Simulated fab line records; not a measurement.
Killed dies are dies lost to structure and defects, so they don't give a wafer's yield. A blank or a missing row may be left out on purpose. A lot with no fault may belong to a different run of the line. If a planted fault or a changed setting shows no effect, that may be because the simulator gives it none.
Which tool did it? | flow sky130 | 12 lots with 36 wafers sampled at 3 steps, on a route of 708 steps

== WHAT THE GAUGES SHOWED, per wafer ==
SKY_VIA4_RS_MEAS_19: a four-point-probe measurement. Usual: VIA4_W_RS 0.224 ohm/sq, standard deviation 0.0032.
lot  | measured     | on           | VIA4_W_RS (ohm/sq) | flag
L244 | day 43 04:14 | filmMetro-01 | 0.218 0.219 0.222  | 
L246 | day 43 17:51 | filmMetro-02 | 0.223 0.221 0.221  | 
L247 | day 44 00:30 | filmMetro-02 | 0.230 0.225 0.224  | 
L248 | day 44 00:51 | filmMetro-03 | 0.222 0.224 0.223  | 
L249 | day 44 03:51 | filmMetro-01 | 0.223 0.223 0.220  | 
L251 | day 44 22:13 | filmMetro-02 | 0.227 0.219 0.220  | 
L253 | day 45 04:47 | filmMetro-03 | 0.222 0.227 0.225  | 
L259 | day 46 15:59 | filmMetro-01 | 0.222 0.221 0.225  | 
L262 | day 47 20:04 | filmMetro-03 | 0.221 0.224 0.223  | 
L263 | day 48 02:19 | filmMetro-03 | 0.226 0.225 0.226  | 
L266 | day 48 10:51 | filmMetro-03 | 0.222 0.229 0.221  | 
L267 | day 48 17:25 | filmMetro-01 | 0.228 0.219 0.225  | 

== EACH LOT AND THE TOOL THAT RAN IT (in order: tool; ch and the chambers of the sampled wafers; start) ==
lot  | SKY_METAL1_SPUTTER_01       | SKY_METAL4_DESCUM_15
L244 | pvdSputter-02, day 31 22:37 | rieMetal-04 ch 0,1, day 42 02:42
L246 | pvdSputter-03, day 32 17:29 | rieMetal-02 ch 0,1, day 42 16:23
L247 | pvdSputter-03, day 33 00:26 | rieMetal-03 ch 0,1, day 42 23:29
L248 | pvdSputter-04, day 33 01:15 | rieMetal-04 ch 0,1, day 42 23:50
L249 | pvdSputter-04, day 33 05:08 | rieMetal-04 ch 0,1, day 43 02:34
L251 | pvdSputter-03, day 34 03:25 | rieMetal-04 ch 0,1, day 43 22:19
L253 | pvdSputter-03, day 34 10:03 | rieMetal-04 ch 0,1, day 44 04:37
L259 | pvdSputter-03, day 36 07:55 | rieMetal-03 ch 0,1, day 45 16:18
L262 | pvdSputter-03, day 37 18:29 | rieMetal-04 ch 0,1, day 46 21:37
L263 | pvdSputter-02, day 38 00:23 | rieMetal-02 ch 0,1, day 47 04:20
L266 | pvdSputter-02, day 38 13:14 | rieMetal-03 ch 0,1, day 47 14:02
L267 | pvdSputter-04, day 38 21:10 | rieMetal-02 ch 0,1, day 47 20:01
- SKY_METAL1_SPUTTER_01: material TiN, target thk 20 nm, time 16.7 s.
- SKY_METAL4_DESCUM_15: chemistry O2, time 8 s.

== AS READ BY THE TOOLS THEMSELVES (means over the sampled wafers that have a number; for cases with no such wafer, the mark the record gives instead) ==
SKY_METAL1_SPUTTER_01. Usual: throttleValvePct 29.7 %, standard deviation 0.88.
lot  | tool          | throttleValvePct (%) | flag
L244 | pvdSputter-02 | 29.2                 | 
L246 | pvdSputter-03 | 29.3                 | 
L247 | pvdSputter-03 | 29.9                 | 
L248 | pvdSputter-04 | 30.6                 | 
L249 | pvdSputter-04 | 28.3                 | 
L251 | pvdSputter-03 | 29.8                 | 
L253 | pvdSputter-03 | 29.5                 | 
L259 | pvdSputter-03 | 29.5                 | 
L262 | pvdSputter-03 | 30.0                 | 
L263 | pvdSputter-02 | 29.2                 | 
L266 | pvdSputter-02 | 29.0                 | 
L267 | pvdSputter-04 | 29.6                 | 

SKY_METAL4_DESCUM_15. Usual: drypumpMotorCurrentA 5.78 A, standard deviation 0.23; heBacksideLeakSccm 3.20 sccm, standard deviation 0.17; oesProductAu 0.998 a.u., standard deviation 0.0089; tempC 40.00 C, standard deviation 0.11.
lot  | tool        | drypumpMotorCurrentA (A) | heBacksideLeakSccm (sccm) | oesProductAu (a.u.) | tempC (C) | flag
L244 | rieMetal-04 | 5.72                     | 3.05                      | 1.010               | 39.93     | 
L246 | rieMetal-02 | 5.91                     | 3.37                      | 0.990               | 40.02     | 
L247 | rieMetal-03 | 5.66                     | 3.17                      | 0.990               | 40.01     | 
L248 | rieMetal-04 | 5.60                     | 3.16                      | 0.999               | 40.06     | 
L249 | rieMetal-04 | 5.59                     | 3.16                      | 1.009               | 40.08     | 
L251 | rieMetal-04 | 5.57                     | 3.03                      | 0.995               | 40.06     | 
L253 | rieMetal-04 | 5.72                     | 3.16                      | 1.004               | 40.04     | 
L259 | rieMetal-03 | 5.81                     | 3.21                      | 0.988               | 39.98     | 
L262 | rieMetal-04 | 5.73                     | 3.11                      | 1.011               | 39.97     | 
L263 | rieMetal-02 | 5.97                     | 3.23                      | 0.996               | 39.96     | 
L266 | rieMetal-03 | 5.81                     | 3.19                      | 0.991               | 39.98     | 
L267 | rieMetal-02 | 5.91                     | 3.24                      | 0.992               | 40.15     | 

== THE ANSWER, worked out from the rows above alone ==
Rule: lot off if the mean of its wafers having a number is beyond 3 standard deviations from the usual mean. Also off: a lot with no number at a reading for which 4 or more lots have one. Any other lot the step has rows for is counted as sound. Order of review: gauges by route order, followed by the tools' own readings, for which a lot's mean as printed above is used. The first step at which some lot is off is used, and at that step the reading that is off furthest; a lot without a number counts as furthest.
Nothing can be told from this: no lot is off at any reading shown.

== WHAT THE SIMULATOR HAD INSERTED ==
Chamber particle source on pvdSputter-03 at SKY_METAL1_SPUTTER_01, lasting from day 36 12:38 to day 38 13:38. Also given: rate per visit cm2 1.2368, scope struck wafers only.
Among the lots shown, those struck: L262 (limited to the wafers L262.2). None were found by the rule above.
